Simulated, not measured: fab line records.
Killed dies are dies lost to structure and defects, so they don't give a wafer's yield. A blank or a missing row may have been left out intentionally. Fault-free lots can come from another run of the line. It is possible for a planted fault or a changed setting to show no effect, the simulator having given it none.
fab line records ; flow sky130
record lots=7; wafers=21; last_day=50
route steps=708 shown LI_CONTACT@380 LOCAL_INTERCONNECT@387 PAD_OPEN@708
lots untouched by any fault: they come from a run of this same line in which no faults occurred
start_h: start of the lot's first displayed wafer, in hours after the record's first day ; wait_h: hours since the lot's step before ; " identical to the entry in the row above ; L1.1+2: a single row standing in for several wafers ; - either no value or no given start ; * or withheld: withheld ; < > ~ a bound
route shown NAME@n: a module of which the file shows steps, and the number in the route of the first ; usual: mean/standard deviation of fault-free wafers ; same: alike in all rows ; chamber/n: place in a boat ; sites: the reading at each site ; _std_site: standard deviation across them ; _edge_site: the outer-site mean with the inner-site mean subtracted ; radius_mm: for every site, how far away it sits from the centre of the wafer ; mask NAME#n: copy n ; behind: the most recent tool/chamber to have shaped the wafer ; hold: cause of the lot's hold/its duration in hours/its outcome ; device: which transistor (n, p or np) failed to switch ; end of line: the route-end tests of the same wafers ; a step with no rows: only its recipe ; killed: dies that structure and defects cost at the first sort, which is not the same as the wafer's yield ; map: a wafer's dies, x killed, . not, _ none there
set.NAME: the run value of the setting; set.NAME@STEP: its run value at that earlier step ; model.NAME: the simulator's own value behind a step, which no gauge read
lots seen at some steps along the route; tables by step, rows by wafer
services: when a tool's chamber went out of use (start_h, in hours from the record's first day, below 0 if earlier), for how many hours, and the reason
## steps
# step SKY_LI_CONTACT_PRE_CLEAN_18
# recipe gas=Ar; time_s=5.6; bias_v=358
# step SKY_LI_CONTACT_SPUTTER_19
# recipe material=Ti; target_thk_nm=20; chamber_pressure_pa=5; power_w=2500; substrate_temp_c=200; time_s=106.37
# usual throttle_valve_pct=29.8/1.2
lot.wafer;tool;chamber;start_h;wait_h;throttle_valve_pct
L151.1;pvd_sputter-03;-;678.03;0.0;31.7
L151.4;pvd_sputter-03;-;678.03;0.0;30.9
L151.5;pvd_sputter-03;-;678.03;0.0;30.8
L152.1;pvd_sputter-03;-;688.78;0.0;28.6
L152.3;pvd_sputter-03;-;688.78;0.0;29.5
L152.5;pvd_sputter-03;-;688.78;0.0;29.1
L160.4;pvd_sputter-04;-;758.80;0.0;27.7
L160.5;pvd_sputter-04;-;758.80;0.0;29.7
L160.6;pvd_sputter-04;-;758.80;0.0;29.4
L161.1;pvd_sputter-04;-;763.30;0.0;30.3
L161.4;pvd_sputter-04;-;763.30;0.0;27.6
L161.5;pvd_sputter-04;-;763.30;0.0;27.6
L163.1;pvd_sputter-03;-;781.47;0.0;29.5
L163.2;pvd_sputter-03;-;781.47;0.0;31.6
L163.4;pvd_sputter-03;-;781.47;0.0;30.6
L168.1;pvd_sputter-04;-;828.03;0.0;27.4
L168.4;pvd_sputter-04;-;828.03;0.0;30.1
L168.5;pvd_sputter-04;-;828.03;0.0;29.8
L172.2;pvd_sputter-04;-;854.48;0.0;29.6
L172.3;pvd_sputter-04;-;854.48;0.0;29.6
L172.4;pvd_sputter-04;-;854.48;0.0;27.6
# step SKY_LI_CONTACT_SPUTTER_20
# recipe material=TiN; target_thk_nm=20; chamber_pressure_pa=5; power_w=4000; time_s=80
# usual throttle_valve_pct=29.8/1.2
lot.wafer;tool;chamber;start_h;wait_h;throttle_valve_pct
L151.1;pvd_sputter-03;-;678.10;0.0;31.8
L151.4;pvd_sputter-03;-;678.10;0.0;30.7
L151.5;pvd_sputter-03;-;678.10;0.0;30.7
L152.1;pvd_sputter-03;-;688.85;0.0;28.5
L152.3;pvd_sputter-03;-;688.85;0.0;29.3
L152.5;pvd_sputter-03;-;688.85;0.0;29.0
L160.4;pvd_sputter-04;-;758.87;0.0;27.4
L160.5;pvd_sputter-04;-;758.87;0.0;29.7
L160.6;pvd_sputter-04;-;758.87;0.0;29.6
L161.1;pvd_sputter-04;-;763.37;0.0;30.3
L161.4;pvd_sputter-04;-;763.37;0.0;27.6
L161.5;pvd_sputter-04;-;763.37;0.0;27.4
L163.1;pvd_sputter-03;-;781.55;0.0;29.0
L163.2;pvd_sputter-03;-;781.55;0.0;31.6
L163.4;pvd_sputter-03;-;781.55;0.0;30.4
L168.1;pvd_sputter-04;-;828.10;0.0;27.6
L168.4;pvd_sputter-04;-;828.10;0.0;30.2
L168.5;pvd_sputter-04;-;828.10;0.0;30.1
L172.2;pvd_sputter-04;-;854.55;0.0;29.7
L172.3;pvd_sputter-04;-;854.55;0.0;29.8
L172.4;pvd_sputter-04;-;854.55;0.0;27.2
# step SKY_LI_CONTACT_CVD_21
# recipe material=W; target_thk_nm=400; time_s=120.56; temp_c=400; pressure_torr=40
# usual heater_power_w=875/79
lot.wafer;tool;chamber;start_h;wait_h;heater_power_w
L151.1;cvd_w-01;0;678.16;0.0;855
L151.4;cvd_w-01;0;678.16;0.0;858
L151.5;cvd_w-01;1;678.16;0.0;894
L152.1;cvd_w-01;1;688.91;0.0;884
L152.3;cvd_w-01;0;688.91;0.0;852
L152.5;cvd_w-01;1;688.91;0.0;869
L160.4;cvd_w-02;0;758.98;0.1;791
L160.5;cvd_w-02;1;758.98;0.1;981
L160.6;cvd_w-02;0;758.98;0.1;758
L161.1;cvd_w-01;0;763.44;0.0;873
L161.4;cvd_w-01;0;763.44;0.0;850
L161.5;cvd_w-01;1;763.44;0.0;883
L163.1;cvd_w-01;0;781.61;0.0;848
L163.2;cvd_w-01;1;781.61;0.0;895
L163.4;cvd_w-01;1;781.61;0.0;902
L168.1;cvd_w-02;0;828.16;0.0;766
L168.4;cvd_w-02;0;828.16;0.0;769
L168.5;cvd_w-02;0;828.16;0.0;763
L172.2;cvd_w-01;1;854.61;0.0;912
L172.3;cvd_w-01;0;854.61;0.0;854
L172.4;cvd_w-01;1;854.61;0.0;892
# step SKY_LI_CONTACT_RS_MEAS_22
# recipe thk_meas_gauge=four-point-probe; reads=W_of_LI_CONTACT_CVD_21+TiN_of_LI_CONTACT_SPUTTER_20+Ti_of_LI_CONTACT_SPUTTER_19
# usual LI_CONTACT_W_RS=0.285/0.0037
lot.wafer;tool;chamber;start_h;wait_h;LI_CONTACT_W_RS[ohm/sq]
L151.1;film_metro-02;-;678.29;0.1;0.289
L151.4;film_metro-02;-;678.29;0.1;0.289
L151.5;film_metro-02;-;678.29;0.1;0.291
L152.1;film_metro-03;-;689.04;0.1;0.291
L152.3;film_metro-03;-;689.04;0.1;0.283
L152.5;film_metro-03;-;689.04;0.1;0.288
L160.4;film_metro-02;-;759.12;0.1;0.285
L160.5;film_metro-02;-;759.12;0.1;0.284
L160.6;film_metro-02;-;759.12;0.1;0.288
L161.1;film_metro-03;-;763.56;0.1;0.284
L161.4;film_metro-03;-;763.56;0.1;0.282
L161.5;film_metro-03;-;763.56;0.1;0.285
L163.1;film_metro-01;-;781.73;0.1;0.280
L163.2;film_metro-01;-;781.73;0.1;0.279
L163.4;film_metro-01;-;781.73;0.1;0.284
L168.1;film_metro-02;-;828.29;0.1;0.289
L168.4;film_metro-02;-;828.29;0.1;0.288
L168.5;film_metro-02;-;828.29;0.1;0.288
L172.2;film_metro-02;-;854.76;0.1;0.288
L172.3;film_metro-02;-;854.76;0.1;0.284
L172.4;film_metro-02;-;854.76;0.1;0.291
# step SKY_LI_CONTACT_THK_MEAS_23
# recipe thk_meas_gauge=xrf; reads=W_of_LI_CONTACT_CVD_21
# usual LI_CONTACT_W_THK=386/5.9
lot.wafer;tool;chamber;start_h;wait_h;LI_CONTACT_W_THK[nm]
L151.1;film_metro-02;-;678.41;0.1;381
L151.4;film_metro-02;-;678.41;0.1;382
L151.5;film_metro-02;-;678.41;0.1;377
L152.1;film_metro-03;-;689.16;0.1;373
L152.3;film_metro-03;-;689.16;0.1;382
L152.5;film_metro-03;-;689.16;0.1;377
L160.4;film_metro-02;-;759.21;0.1;389
L160.5;film_metro-02;-;759.21;0.1;389
L160.6;film_metro-02;-;759.21;0.1;384
L161.1;film_metro-03;-;763.68;0.1;385
L161.4;film_metro-03;-;763.68;0.1;388
L161.5;film_metro-03;-;763.68;0.1;383
L163.1;film_metro-01;-;781.85;0.1;395
L163.2;film_metro-01;-;781.85;0.1;397
L163.4;film_metro-01;-;781.85;0.1;391
L168.1;film_metro-02;-;828.41;0.1;384
L168.4;film_metro-02;-;828.41;0.1;385
L168.5;film_metro-02;-;828.41;0.1;386
L172.2;film_metro-02;-;854.87;0.1;386
L172.3;film_metro-02;-;854.87;0.1;389
L172.4;film_metro-02;-;854.87;0.1;382
# step SKY_LI_CONTACT_CMP_24
# recipe stop_on=PSG; t_overpolish_s=20; down_force_psi=3.5; platen_rpm=60; target_thk_nm=0; pad_velocity_m_s=0.94248
# step SKY_LOCAL_INTERCONNECT_SPUTTER_00
# recipe material=TiN; target_thk_nm=100; temp_c=300; power_w=6500; time_s=83.3; chamber_pressure_pa=0.4
# usual throttle_valve_pct=30.6/1.4
lot.wafer;tool;chamber;start_h;wait_h;throttle_valve_pct
L151.1;pvd_sputter-02;-;678.77;0.2;30.6
L151.4;pvd_sputter-02;-;678.77;0.2;33.5
L151.5;pvd_sputter-02;-;678.77;0.2;30.1
L152.1;pvd_sputter-03;-;689.52;0.2;31.9
L152.3;pvd_sputter-03;-;689.52;0.2;30.4
L152.5;pvd_sputter-03;-;689.52;0.2;31.9
L160.4;pvd_sputter-01;-;759.54;0.1;29.4
L160.5;pvd_sputter-01;-;759.54;0.1;29.2
L160.6;pvd_sputter-01;-;759.54;0.1;29.9
L161.1;pvd_sputter-02;-;764.04;0.2;33.6
L161.4;pvd_sputter-02;-;764.04;0.2;30.4
L161.5;pvd_sputter-02;-;764.04;0.2;30.4
L163.1;pvd_sputter-01;-;782.21;0.1;31.3
L163.2;pvd_sputter-01;-;782.21;0.1;29.7
L163.4;pvd_sputter-01;-;782.21;0.1;30.9
L168.1;pvd_sputter-03;-;828.83;0.2;30.8
L168.4;pvd_sputter-03;-;828.83;0.2;29.0
L168.5;pvd_sputter-03;-;828.83;0.2;29.1
L172.2;pvd_sputter-02;-;855.22;0.1;30.8
L172.3;pvd_sputter-02;-;855.22;0.1;33.6
L172.4;pvd_sputter-02;-;855.22;0.1;30.2
# step SKY_LOCAL_INTERCONNECT_RS_MEAS_01
# recipe thk_meas_gauge=four-point-probe; reads=TiN_of_LOCAL_INTERCONNECT_SPUTTER_00
# usual LOCAL_INTERCONNECT_TIN_RS=14.17/0.18
lot.wafer;tool;chamber;start_h;wait_h;LOCAL_INTERCONNECT_TIN_RS[ohm/sq]
L151.1;film_metro-04;-;678.83;0.0;14.01
L151.4;film_metro-04;-;678.83;0.0;14.23
L151.5;film_metro-04;-;678.83;0.0;13.93
L152.1;film_metro-04;-;689.58;0.0;13.88
L152.3;film_metro-04;-;689.58;0.0;14.03
L152.5;film_metro-04;-;689.58;0.0;13.93
L160.4;film_metro-04;-;759.66;0.1;14.40
L160.5;film_metro-04;-;759.66;0.1;14.43
L160.6;film_metro-04;-;759.66;0.1;14.08
L161.1;film_metro-04;-;764.10;0.0;14.51
L161.4;film_metro-04;-;764.10;0.0;14.42
L161.5;film_metro-04;-;764.10;0.0;14.57
L163.1;film_metro-01;-;782.27;0.0;14.32
L163.2;film_metro-01;-;782.27;0.0;14.19
L163.4;film_metro-01;-;782.27;0.0;14.00
L168.1;film_metro-02;-;828.89;0.0;14.43
L168.4;film_metro-02;-;828.89;0.0;14.23
L168.5;film_metro-02;-;828.89;0.0;14.28
L172.2;film_metro-02;-;855.30;0.1;14.19
L172.3;film_metro-02;-;855.30;0.1;14.11
L172.4;film_metro-02;-;855.30;0.1;14.03
# step SKY_LOCAL_INTERCONNECT_THK_MEAS_02
# recipe thk_meas_gauge=xrf; reads=TiN_of_LOCAL_INTERCONNECT_SPUTTER_00
# usual LOCAL_INTERCONNECT_TIN_THK=101.4/1.2
lot.wafer;tool;chamber;start_h;wait_h;LOCAL_INTERCONNECT_TIN_THK[nm]
L151.1;film_metro-04;-;678.95;0.1;102.6
L151.4;film_metro-04;-;678.95;0.1;100.7
L151.5;film_metro-04;-;678.95;0.1;103.2
L152.1;film_metro-04;-;689.70;0.1;103.7
L152.3;film_metro-04;-;689.70;0.1;102.3
L152.5;film_metro-04;-;689.70;0.1;103.0
L160.4;film_metro-04;-;759.75;0.1;99.7
L160.5;film_metro-04;-;759.75;0.1;99.7
L160.6;film_metro-04;-;759.75;0.1;101.7
L161.1;film_metro-04;-;764.22;0.1;98.8
L161.4;film_metro-04;-;764.22;0.1;99.2
L161.5;film_metro-04;-;764.22;0.1;98.2
L163.1;film_metro-01;-;782.39;0.1;100.4
L163.2;film_metro-01;-;782.39;0.1;101.1
L163.4;film_metro-01;-;782.39;0.1;102.3
L168.1;film_metro-02;-;829.01;0.1;100.0
L168.4;film_metro-02;-;829.01;0.1;101.4
L168.5;film_metro-02;-;829.01;0.1;101.0
L172.2;film_metro-02;-;855.41;0.1;101.5
L172.3;film_metro-02;-;855.41;0.1;101.1
L172.4;film_metro-02;-;855.41;0.1;102.5
# step SKY_LOCAL_INTERCONNECT_DEHYDRATE_03
# recipe temp_c=200; time_s=60
# step SKY_LOCAL_INTERCONNECT_HMDS_04
# recipe prime_time_s=60; prime_temp_c=120
# step SKY_LOCAL_INTERCONNECT_COAT_05
# recipe resist=BARC; temp_c=withheld; time_s=withheld; spin_rpm=3000; resist_thk_nm=60
lot.wafer;tool;chamber;start_h;wait_h
L151.1+4+5;litho_track-01;0;692.02;0.1
L152.1+3+5;litho_track-03;0;703.42;0.1
L160.4+5+6;litho_track-01;0;772.75;0.1
L161.1+4+5;litho_track-01;0;776.62;0.1
L163.1+2+4;litho_track-01;0;795.27;0.1
L168.1+4+5;litho_track-03;0;841.67;0.1
L172.2+3+4;litho_track-04;0;867.82;0.1
# step SKY_LOCAL_INTERCONNECT_COAT_06
# recipe resist=KrF-thick; spin_rpm=3000; resist_thk_nm=450
# step SKY_LOCAL_INTERCONNECT_SOFTBAKE_07
# recipe temp_c=100; time_s=90; resist=KrF-thick
# step SKY_LOCAL_INTERCONNECT_EXPOSE_08
# recipe mask_id=LI1M; na=0.8; source_shape=annular; sigma_inner=0.55; sigma_outer=0.85; target_cd_nm=170; dose_mj=28
# step SKY_LOCAL_INTERCONNECT_PEB_09
# recipe peb_temp_c=withheld; peb_time_s=withheld; resist=KrF-thick
# step SKY_LOCAL_INTERCONNECT_DEVELOP_10
# recipe develop_time_s=60; resist=KrF-thick; dev_temp_c=21
# step SKY_LOCAL_INTERCONNECT_CD_MEAS_11
# recipe target_cd_nm=170
# usual cd_nm=169.9/1.6
lot.wafer;tool;chamber;start_h;wait_h;cd_nm
L151.1;cd_sem-02;-;706.44;-;167.4
L151.4;cd_sem-02;-;706.44;-;168.9
L151.5;cd_sem-02;-;706.44;-;168.2
L152.1;cd_sem-01;-;717.42;-;169.9
L152.3;cd_sem-01;-;717.42;-;170.6
L152.5;cd_sem-01;-;717.42;-;169.3
L160.4;cd_sem-02;-;785.88;-;170.9
L160.5;cd_sem-02;-;785.88;-;170.5
L160.6;cd_sem-02;-;785.88;-;169.6
L161.1;cd_sem-02;-;790.52;-;169.5
L161.4;cd_sem-02;-;790.52;-;166.9
L161.5;cd_sem-02;-;790.52;-;168.4
L163.1;cd_sem-02;-;808.89;-;169.5
L163.2;cd_sem-02;-;808.89;-;170.4
L163.4;cd_sem-02;-;808.89;-;170.2
L168.1;cd_sem-02;-;855.12;-;170.5
L168.4;cd_sem-02;-;855.12;-;170.1
L168.5;cd_sem-02;-;855.12;-;168.3
L172.2;cd_sem-01;-;881.24;-;173.2
L172.3;cd_sem-01;-;881.24;-;173.2
L172.4;cd_sem-01;-;881.24;-;172.0
# step SKY_LOCAL_INTERCONNECT_OVL_MEAS_12
# usual LOCAL_INTERCONNECT_OVL=1/6.1
lot.wafer;tool;chamber;start_h;wait_h;LOCAL_INTERCONNECT_OVL[nm]
L151.1;overlay-01;-;706.56;0.1;4
L151.4;overlay-01;-;706.56;0.1;4
L151.5;overlay-01;-;706.56;0.1;12
L152.1;overlay-02;-;717.54;0.1;-4
L152.3;overlay-02;-;717.54;0.1;-1
L152.5;overlay-02;-;717.54;0.1;-1
L160.4;overlay-01;-;785.96;0.1;9
L160.5;overlay-01;-;785.96;0.1;-2
L160.6;overlay-01;-;785.96;0.1;8
L161.1;overlay-02;-;790.64;0.1;13
L161.4;overlay-02;-;790.64;0.1;0
L161.5;overlay-02;-;790.64;0.1;17
L163.1;overlay-01;-;809.01;0.1;3
L163.2;overlay-01;-;809.01;0.1;0
L163.4;overlay-01;-;809.01;0.1;0
L168.1;overlay-01;-;855.24;0.1;8
L168.4;overlay-01;-;855.24;0.1;3
L168.5;overlay-01;-;855.24;0.1;-1
L172.2;overlay-01;-;881.35;0.1;-2
L172.3;overlay-01;-;881.35;0.1;-5
L172.4;overlay-01;-;881.35;0.1;-4
# step SKY_LOCAL_INTERCONNECT_ETCH_13
# recipe chemistry=N2/H2; target=BARC; ion_energy_ev=200; bias_w=100; pressure_mtorr=30; n2_flow_sccm=100; h2_flow_sccm=200; icp_w=500; stop_on=SiO2; time_s=45.9; target_depth_a=600
# usual drypump_motor_current_A=5.6/0.31; oes_product_au=0.855/0.0053; throttle_valve_pct=13.224/0.0094
lot.wafer;tool;chamber;start_h;wait_h;drypump_motor_current_A;oes_product_au;rf_hours_counter_h;throttle_valve_pct;model.etch.depth_nm
L151.1;rie_metal-02;1;706.60;0.0;5.4;0.860;14;13.220;60.08
L151.4;rie_metal-02;1;706.60;0.0;5.4;0.852;-;13.227;59.97
L151.5;rie_metal-02;1;706.60;0.0;5.4;0.858;-;13.226;59.94
L152.1;rie_metal-02;0;717.58;0.0;5.7;0.857;1;13.230;60.13
L152.3;rie_metal-02;0;717.58;0.0;5.7;0.855;-;13.229;60.22
L152.5;rie_metal-02;1;717.58;0.0;5.4;0.857;-;13.219;60.17
L160.4;rie_metal-03;1;786.00;0.0;6.0;0.935;-;13.212;69.56
L160.5;rie_metal-03;0;786.00;0.0;5.7;0.934;-;13.244;69.65
L160.6;rie_metal-03;1;786.00;0.0;6.0;0.933;-;13.230;69.36
L161.1;rie_metal-04;1;790.68;0.0;4.9;0.926;2;13.217;69.28
L161.4;rie_metal-04;1;790.68;0.0;4.9;0.931;-;13.212;69.34
L161.5;rie_metal-04;1;790.68;0.0;4.9;0.923;-;13.214;69.27
L163.1;rie_metal-04;0;809.05;0.0;5.5;0.926;7;13.237;69.82
L163.2;rie_metal-04;1;809.05;0.0;4.9;0.948;3;13.234;69.82
L163.4;rie_metal-04;0;809.05;0.0;5.5;0.934;-;13.232;69.84
L168.1;rie_metal-03;1;855.28;0.0;6.0;0.863;11;13.232;59.86
L168.4;rie_metal-03;1;855.28;0.0;6.0;0.853;-;13.213;60.06
L168.5;rie_metal-03;1;855.28;0.0;6.0;0.859;-;13.235;59.96
L172.2;rie_metal-02;0;881.38;0.0;5.7;0.854;6;13.230;59.96
L172.3;rie_metal-02;0;881.38;0.0;5.6;0.862;-;13.230;60.24
L172.4;rie_metal-02;1;881.38;0.0;5.4;0.861;-;13.209;60.19
# step SKY_LOCAL_INTERCONNECT_METAL_ETCH_14
# recipe target_depth_nm=110; stop_on=PSG; chemistry=Cl2/BCl3; target=TiN; resist_sidewall_deg=88; pressure_mtorr=10; icp_w=900; bias_w=48.5; Cl2_flow_sccm=60; bcl3_flow_sccm=30; time_s=31.4
# usual bcl3_flow_sccm=30.00/0.097; drypump_motor_current_A=5.6/0.31; oes_product_au=0.940/0.0078; throttle_valve_pct=21.902/0.0099
lot.wafer;tool;chamber;start_h;wait_h;bcl3_flow_sccm;drypump_motor_current_A;oes_product_au;rf_hours_counter_h;throttle_valve_pct
L151.1;rie_metal-02;1;706.66;0.0;29.98;5.4;0.951;14;21.904
L151.4;rie_metal-02;1;706.66;0.0;30.09;5.4;0.939;-;21.900
L151.5;rie_metal-02;1;706.66;0.0;29.96;5.4;0.947;-;21.903
L152.1;rie_metal-02;0;717.64;0.0;29.91;5.7;0.946;1;21.910
L152.3;rie_metal-02;0;717.64;0.0;29.86;5.7;0.942;-;21.898
L152.5;rie_metal-02;1;717.64;0.0;30.08;5.4;0.945;-;21.892
L160.4;rie_metal-03;1;786.06;0.0;30.04;6.0;0.928;-;21.908
L160.5;rie_metal-03;0;786.06;0.0;29.92;5.7;0.927;-;21.900
L160.6;rie_metal-03;1;786.06;0.0;30.00;5.9;0.944;-;21.896
L161.1;rie_metal-04;1;790.74;0.0;29.85;4.9;0.936;2;21.892
L161.4;rie_metal-04;1;790.74;0.0;30.03;4.9;0.935;-;21.895
L161.5;rie_metal-04;1;790.74;0.0;30.12;4.9;0.924;-;21.905
L163.1;rie_metal-04;0;809.13;0.1;30.00;5.6;0.934;7;21.908
L163.2;rie_metal-04;1;809.13;0.1;30.15;4.9;0.943;3;21.913
L163.4;rie_metal-04;0;809.13;0.1;29.92;5.5;0.934;-;21.890
L168.1;rie_metal-03;1;855.41;0.1;30.23;6.0;0.929;11;21.896
L168.4;rie_metal-03;1;855.41;0.1;30.22;6.0;0.940;-;21.897
L168.5;rie_metal-03;1;855.41;0.1;30.21;6.0;0.932;-;21.909
L172.2;rie_metal-02;0;881.44;0.0;30.04;5.7;0.939;6;21.889
L172.3;rie_metal-02;0;881.44;0.0;29.89;5.6;0.940;-;21.924
L172.4;rie_metal-02;1;881.44;0.0;29.93;5.4;0.950;-;21.901
# step SKY_LOCAL_INTERCONNECT_STRIP_15
# recipe chemistry=O2/N2; power_w=1400; pressure_mtorr=1500; platen_temp_c=withheld; o2_flow_sccm=3000; n2_flow_sccm=300; overash_fraction=0.5
# usual drypump_motor_current_A=5.5/0.48; oes_product_au=0.426/0.005; strip_time_to_endpoint_s=4.719/0.024
lot.wafer;tool;chamber;start_h;wait_h;drypump_motor_current_A;oes_product_au;rf_hours_counter_h;strip_time_to_endpoint_s
L151.1;plasma_asher-02;1;706.71;0.0;4.8;0.429;88;4.745
L151.4;plasma_asher-02;1;706.71;0.0;4.8;0.427;-;4.750
L151.5;plasma_asher-02;0;706.71;0.0;5.8;0.424;-;4.742
L152.1;plasma_asher-01;0;717.69;0.0;6.1;0.427;60;4.732
L152.3;plasma_asher-01;1;717.69;0.0;5.6;0.428;-;4.731
L152.5;plasma_asher-01;1;717.69;0.0;5.6;0.425;-;4.748
L160.4;plasma_asher-01;0;786.13;0.1;6.1;0.425;-;4.786
L160.5;plasma_asher-01;1;786.13;0.1;5.6;0.433;-;4.809
L160.6;plasma_asher-01;0;786.13;0.1;6.1;0.432;-;4.799
L161.1;plasma_asher-01;0;790.79;0.0;6.1;0.430;67;4.842
L161.4;plasma_asher-01;0;790.79;0.0;6.1;0.417;-;4.843
L161.5;plasma_asher-01;1;790.79;0.0;5.6;0.431;-;4.824
L163.1;plasma_asher-02;1;809.20;0.0;4.8;0.438;98;4.874
L163.2;plasma_asher-02;0;809.20;0.0;5.8;0.429;98;4.834
L163.4;plasma_asher-02;0;809.20;0.0;5.8;0.435;-;4.855
L168.1;plasma_asher-01;1;855.51;0.1;5.6;0.430;74;4.707
L168.4;plasma_asher-01;1;855.51;0.1;5.6;0.417;-;4.683
L168.5;plasma_asher-01;1;855.51;0.1;5.6;0.428;-;4.672
L172.2;plasma_asher-02;0;881.50;0.0;5.7;0.430;105;4.711
L172.3;plasma_asher-02;0;881.50;0.0;5.7;0.425;-;4.696
L172.4;plasma_asher-02;1;881.50;0.0;4.8;0.433;-;4.735
# step SKY_LOCAL_INTERCONNECT_STRIP_16
# recipe chemistry=post_etch_residue_remover; time_s=1200; temp_c=72.5
# step SKY_PAD_OPEN_PROBE_99
# usual killed_at_M0_to_M3=44/7.3; killed_at_M4_up=3.1/1.6; killed_at_contacts=24/5.4; killed_at_front_end=15/4; killed_at_other=0.2/0.49; killed_dies=86/10; killed_open=48/7.3; killed_short=38/6.3
# same gross_dies=492; killed_at_back_side=0
lot.wafer;tool;chamber;start_h;wait_h;killed_at_M0_to_M3;killed_at_M4_up;killed_at_contacts;killed_at_front_end;killed_at_other;killed_dies;killed_open;killed_short
L151.1;prober-01;-;1076.52;0.1;49;4;23;6;0;82;43;39
L151.4;prober-01;-;1076.67;0.2;39;3;25;14;0;81;40;41
L151.5;prober-01;-;1076.72;0.2;42;4;24;13;0;83;52;31
L161.1;prober-01;-;1136.60;0.1;45;1;32;15;0;93;55;38
L161.4;prober-01;-;1136.75;0.2;59;0;30;16;0;105;57;48
L161.5;prober-01;-;1136.80;0.2;42;0;23;21;1;87;47;40
# killed by level:class
L151.1 VIA1:geometric_particle:open=14 CONTACT:geometric_particle:open=9 VIA3:geometric_particle:open=6 METAL1:geometric_particle:short=5 VIA1:geometric_particle:short=5 METAL2:geometric_particle:short=4 METAL3:geometric_particle:short=4 VIA3:geometric_particle:short=4
L151.4 CONTACT:geometric_particle:open=8 VIA1:geometric_particle:open=8 LI_CONTACT:geometric_particle:open=5 METAL1:geometric_particle:short=5 FIELD_ISO:geometric_particle:short=4 POLY_GATE:geometric_particle:open=4 POLY_GATE:geometric_particle:short=4 LI_CONTACT:geometric_particle:short=4
L151.5 VIA1:geometric_particle:open=11 LI_CONTACT:geometric_particle:open=10 VIA3:geometric_particle:open=9 CONTACT:geometric_particle:open=7 METAL1:geometric_particle:short=6 POLY_GATE:geometric_particle:short=4 VIA1:geometric_particle:short=4 VIA2:geometric_particle:open=4
L161.1 CONTACT:geometric_particle:open=16 METAL1:geometric_particle:short=10 VIA2:geometric_particle:open=9 LI_CONTACT:geometric_particle:open=8 VIA1:geometric_particle:open=8 POLY_GATE:geometric_particle:open=6 POLY_GATE:geometric_particle:short=4 CONTACT:geometric_particle:short=4
L161.4 CONTACT:geometric_particle:open=14 VIA1:geometric_particle:open=10 LI_CONTACT:geometric_particle:open=7 METAL1:geometric_particle:short=7 VIA3:geometric_particle:open=7 METAL2:geometric_particle:short=6 METAL3:geometric_particle:short=6 VIA3:geometric_particle:short=6
L161.5 VIA1:geometric_particle:open=9 CONTACT:geometric_particle:open=7 VIA2:geometric_particle:open=7 FIELD_ISO:geometric_particle:open=5 POLY_GATE:geometric_particle:short=5 LOCAL_INTERCONNECT:geometric_particle:short=5 VIA2:geometric_particle:short=5 VIA3:geometric_particle:open=5
## services
tool;chamber;start_h;hours;kind
rie_metal-03;-;657.09;14.6;pm
pvd_sputter-03;-;668.16;1.2;repair
pvd_sputter-01;-;691.96;24.5;repair
rie_metal-04;0;697.93;9.6;repair
plasma_asher-01;-;704.31;2.8;pm
cvd_w-02;0;714.48;3.2;repair
rie_metal-02;-;725.02;2.8;pm
pvd_sputter-04;-;727.11;4.1;repair
rie_metal-03;1;727.76;24.6;repair
cvd_w-02;-;740.59;0.8;repair
rie_metal-03;-;769.89;4.3;pm
rie_metal-02;-;772.99;56.1;repair
plasma_asher-02;-;784.55;1.7;repair
cvd_w-01;-;789.48;0.5;repair
pvd_sputter-02;-;802.46;1.1;repair
pvd_sputter-02;-;803.03;1.2;repair
pvd_sputter-02;-;811.89;4.4;repair
cvd_w-02;-;820.62;1.1;repair
cvd_w-01;0;824.02;2.5;repair
pvd_sputter-01;-;841.57;7.9;repair
cvd_w-01;1;857.36;4.5;repair
rie_metal-03;-;867.03;2.8;pm
rie_metal-04;-;868.36;0.9;repair
pvd_sputter-03;-;877.83;0.5;repair
## key
first_sign step=SKY_LOCAL_INTERCONNECT_ETCH_13; reading=oes_product_au; direction=up; sigmas=15; usual=0.855; struck=0.932
effect step=SKY_LOCAL_INTERCONNECT_STRIP_15; reading=strip_time_to_endpoint_s; direction=up; sigmas=4.7; usual=*; struck=*
model_effect step=SKY_LOCAL_INTERCONNECT_ETCH_13; value=etch.depth_nm; without=60.11; struck=69.55
met_at SKY_LOCAL_INTERCONNECT_COAT_05
struck_wafers L160.4,L160.5,L160.6,L161.1,L161.4,L161.5,L163.1,L163.2,L163.4
tester_left_out L160,L161,L163
onset_between 692.02 772.75
fault kind=process_parameter_drift; tool=litho_track-01; chamber=-; onset_h=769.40; steps=SKY_LOCAL_INTERCONNECT_COAT_05; channel=resist_thk_nm; offset=9.4167; shape=step; end_h=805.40; acts_in=these_recipes_only; stated=60
# tester_left_out: of these lots the tester's yield and bins aren't shown, on N5 and GAA mostly nor the transistor test; their killed dies are dies lost to structure and defects alone, not to doping, threshold or leakage, so they don't give the yield
